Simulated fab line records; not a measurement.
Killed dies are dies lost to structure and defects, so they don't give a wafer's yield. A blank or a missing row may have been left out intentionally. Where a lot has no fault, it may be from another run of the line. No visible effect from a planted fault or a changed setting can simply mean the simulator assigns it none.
Which tool was responsible? || flow sky130 || Sampling: 12 lots, 36 wafers, 3 of 708 route steps

## WHAT THE GAUGES SHOWED, per wafer
SKY_GATE_OXIDE_THK_MEAS_02. Usual: for GATE_OXIDE_OXIDATION_00_THK the level is 10.27 nm and the standard deviation is 0.18.
{"lot": "L955", "measured": "day 14 08:50", "on": "film metro-01", "GATE_OXIDE_OXIDATION_00_THK (nm)": "10.03 10.02 9.88", "flag": ""}
{"lot": "L959", "measured": "day 15 23:47", "on": "film metro-01", "GATE_OXIDE_OXIDATION_00_THK (nm)": "10.33 10.32 10.35", "flag": ""}
{"lot": "L960", "measured": "day 16 05:12", "on": "film metro-03", "GATE_OXIDE_OXIDATION_00_THK (nm)": "10.25 10.19 10.14", "flag": ""}
{"lot": "L961", "measured": "day 16 10:31", "on": "film metro-03", "GATE_OXIDE_OXIDATION_00_THK (nm)": "10.20 10.27 10.33", "flag": ""}
{"lot": "L963", "measured": "day 17 02:46", "on": "film metro-04", "GATE_OXIDE_OXIDATION_00_THK (nm)": "10.55 10.57 10.60", "flag": ""}
{"lot": "L965", "measured": "day 17 15:08", "on": "film metro-01", "GATE_OXIDE_OXIDATION_00_THK (nm)": "10.22 10.28 10.18", "flag": ""}
{"lot": "L966", "measured": "day 17 21:34", "on": "film metro-01", "GATE_OXIDE_OXIDATION_00_THK (nm)": "10.14 10.28 9.94", "flag": ""}
{"lot": "L969", "measured": "day 18 21:55", "on": "film metro-04", "GATE_OXIDE_OXIDATION_00_THK (nm)": "10.20 10.34 10.41", "flag": ""}
{"lot": "L971", "measured": "day 19 17:20", "on": "film metro-03", "GATE_OXIDE_OXIDATION_00_THK (nm)": "10.07 10.32 10.25", "flag": ""}
{"lot": "L972", "measured": "day 20 02:41", "on": "film metro-04", "GATE_OXIDE_OXIDATION_00_THK (nm)": "10.30 10.48 10.29", "flag": ""}
{"lot": "L973", "measured": "day 20 08:29", "on": "film metro-03", "GATE_OXIDE_OXIDATION_00_THK (nm)": "10.38 10.41 10.30", "flag": ""}
{"lot": "L974", "measured": "day 20 17:49", "on": "film metro-04", "GATE_OXIDE_OXIDATION_00_THK (nm)": "10.48 10.65 10.35", "flag": ""}

SKY_POLY_GATE_THK_MEAS_21. Usual: for POLY_GATE_OXIDATION_THK the level is 4.00 nm and the standard deviation is 0.095.
{"lot": "L955", "measured": "day 18 04:24", "on": "film metro-04", "POLY_GATE_OXIDATION_THK (nm)": "3.95 3.91 3.98", "flag": ""}
{"lot": "L959", "measured": "day 19 22:58", "on": "film metro-04", "POLY_GATE_OXIDATION_THK (nm)": "3.88 3.87 3.89", "flag": ""}
{"lot": "L960", "measured": "day 20 09:44", "on": "film metro-04", "POLY_GATE_OXIDATION_THK (nm)": "3.93 3.99 4.09", "flag": ""}
{"lot": "L961", "measured": "day 20 14:54", "on": "film metro-03", "POLY_GATE_OXIDATION_THK (nm)": "3.99 4.08 4.09", "flag": ""}
{"lot": "L963", "measured": "day 21 05:46", "on": "film metro-03", "POLY_GATE_OXIDATION_THK (nm)": "3.84 3.78 3.85", "flag": ""}
{"lot": "L965", "measured": "day 21 18:19", "on": "film metro-02", "POLY_GATE_OXIDATION_THK (nm)": "3.88 3.96 3.94", "flag": ""}
{"lot": "L966", "measured": "day 21 23:41", "on": "film metro-03", "POLY_GATE_OXIDATION_THK (nm)": "4.04 4.15 4.16", "flag": ""}
{"lot": "L969", "measured": "day 23 02:02", "on": "film metro-02", "POLY_GATE_OXIDATION_THK (nm)": "4.12 4.07 4.00", "flag": ""}
{"lot": "L971", "measured": "day 23 20:08", "on": "film metro-04", "POLY_GATE_OXIDATION_THK (nm)": "4.11 4.08 4.04", "flag": ""}
{"lot": "L972", "measured": "day 24 06:10", "on": "film metro-04", "POLY_GATE_OXIDATION_THK (nm)": "3.92 3.91 4.02", "flag": ""}
{"lot": "L973", "measured": "day 24 10:44", "on": "film metro-03", "POLY_GATE_OXIDATION_THK (nm)": "4.01 4.08 4.07", "flag": ""}
{"lot": "L974", "measured": "day 24 20:08", "on": "film metro-03", "POLY_GATE_OXIDATION_THK (nm)": "3.88 3.90 3.86", "flag": ""}

SKY_LDD_N_OVL_MEAS_07. Usual: for LDD_N_OVL the level is -0.7 nm and the standard deviation is 1.6.
{"lot": "L955", "measured": "day 19 09:36", "on": "overlay-01", "LDD_N_OVL (nm)": "-3.2 -2.2 -1.6", "flag": ""}
{"lot": "L959", "measured": "day 21 05:43", "on": "overlay-02", "LDD_N_OVL (nm)": "2.3 2.3 1.4", "flag": ""}
{"lot": "L960", "measured": "day 21 16:32", "on": "overlay-02", "LDD_N_OVL (nm)": "0.1 -2.2 0.0", "flag": ""}
{"lot": "L961", "measured": "day 21 21:26", "on": "overlay-01", "LDD_N_OVL (nm)": "2.8 2.2 2.9", "flag": ""}
{"lot": "L963", "measured": "day 22 11:36", "on": "overlay-01", "LDD_N_OVL (nm)": "-2.0 -1.5 -2.2", "flag": ""}
{"lot": "L965", "measured": "day 23 00:28", "on": "overlay-02", "LDD_N_OVL (nm)": "-0.1 -0.9 0.1", "flag": ""}
{"lot": "L966", "measured": "day 23 06:08", "on": "overlay-01", "LDD_N_OVL (nm)": "-2.6 -0.2 -1.5", "flag": ""}
{"lot": "L969", "measured": "day 24 08:03", "on": "overlay-01", "LDD_N_OVL (nm)": "-1.8 -2.3 -1.0", "flag": ""}
{"lot": "L971", "measured": "day 25 01:35", "on": "overlay-01", "LDD_N_OVL (nm)": "-3.5 -1.2 0.1", "flag": ""}
{"lot": "L972", "measured": "day 25 11:12", "on": "overlay-02", "LDD_N_OVL (nm)": "-0.4 -0.6 -0.8", "flag": ""}
{"lot": "L973", "measured": "day 25 15:14", "on": "overlay-02", "LDD_N_OVL (nm)": "-0.5 -0.7 -2.4", "flag": ""}
{"lot": "L974", "measured": "day 26 01:14", "on": "overlay-02", "LDD_N_OVL (nm)": "1.0 -0.5 1.5", "flag": ""}

## EACH LOT AND THE TOOL THAT RAN IT (in order: tool; ch and the chambers of the sampled wafers; start)
Before these readings, the record contains no process step.

## AS READ BY THE TOOLS THEMSELVES (means over the sampled wafers that have a number; for cases with no such wafer, the mark the record gives instead)
The record holds no such reading with a usual standard deviation.

## THE ANSWER, worked out from the rows above alone
Rule: lot off if the mean of its wafers having a number is beyond 3 standard deviations from the usual mean. A lot without any number at a reading at which 4 lots or more have one is off too. Any other lot the step has rows for is counted as sound. The gauges are gone through in route order, then the tools' own readings, and for those a lot's mean is taken as printed above. At the first step where some lot is off, the reading lying furthest off is the one used; lots without a number count as furthest.
Nothing can be told from this: no lot is off at any reading shown.

## WHAT THE SIMULATOR HAD PUT IN
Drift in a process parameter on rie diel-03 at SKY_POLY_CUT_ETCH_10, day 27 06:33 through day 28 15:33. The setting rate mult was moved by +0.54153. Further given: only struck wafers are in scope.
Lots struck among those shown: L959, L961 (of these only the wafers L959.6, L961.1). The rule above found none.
